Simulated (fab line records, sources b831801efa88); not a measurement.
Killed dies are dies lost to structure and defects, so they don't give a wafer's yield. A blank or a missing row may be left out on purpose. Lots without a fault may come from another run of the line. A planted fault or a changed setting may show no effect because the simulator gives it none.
Which tool did it? | flow sky130 | 7 lots, 21 wafers sampled, at 2 steps of a route of 708

WHAT THE GAUGES READ, wafer by wafer
SKY_POLY_CUT_OVL_MEAS_09.
lot  | measured     | on         | POLY_CUT_OVL (nm)
L699 | day 24 17:25 | overlay-02 | 2 4 -2
L703 | day 26 00:23 | overlay-01 | -1 -5 -1
L705 | day 27 00:24 | overlay-01 | - - -
L711 | day 29 02:08 | overlay-01 | -11 -12 -4
L714 | day 30 02:45 | overlay-01 | 0 -2 -1
L717 | day 30 19:02 | overlay-02 | 5 4 5
L719 | day 31 15:24 | overlay-02 | -6 -3 -4

WHICH TOOL RAN EACH LOT (tool, then ch and the chambers of the sampled wafers, then the start)
lot  | SKY_POLY_CUT_PEB_06
L699 | litho_track-02 ch 0, day 24 16:00
L703 | litho_track-03 ch 0, day 25 23:00
L705 | litho_track-03, day 27 00:00
L711 | litho_track-02 ch 0, day 29 01:00
L714 | litho_track-04 ch 0, day 30 02:00
L717 | litho_track-03 ch 0, day 30 18:00
L719 | litho_track-04 ch 0, day 31 14:00
- SKY_POLY_CUT_PEB_06

THE ANSWER, worked out from the rows above alone
Rule: what is usual is taken from the lots themselves. Put in order of their means at a reading, lots are off if they are a third of the lots or fewer, leave a main group of 4 or more, and stand apart from it by a gap of 3 or more times the standard deviation of the main group's means; of several such gaps the widest counts. A main group whose means are all the same, to the digits that the tables above print for the reading, isn't used. A lot without any number at a reading at which 4 lots or more have one is off too. The other lots that the step has rows for count as sound.
Off: L705, at SKY_POLY_CUT_OVL_MEAS_09 (POLY_CUT_OVL). Without a number there: L705. The main group: mean -2 nm, standard deviation 4.3.
A tool fits if, at a process step before that reading, it ran every lot that is off, and no sound lot after the first of them. The gauges at SKY_POLY_CUT_OVL_MEAS_09 are tried like those tools. None of those tried fits.

WHAT THE SIMULATOR HAD PUT IN
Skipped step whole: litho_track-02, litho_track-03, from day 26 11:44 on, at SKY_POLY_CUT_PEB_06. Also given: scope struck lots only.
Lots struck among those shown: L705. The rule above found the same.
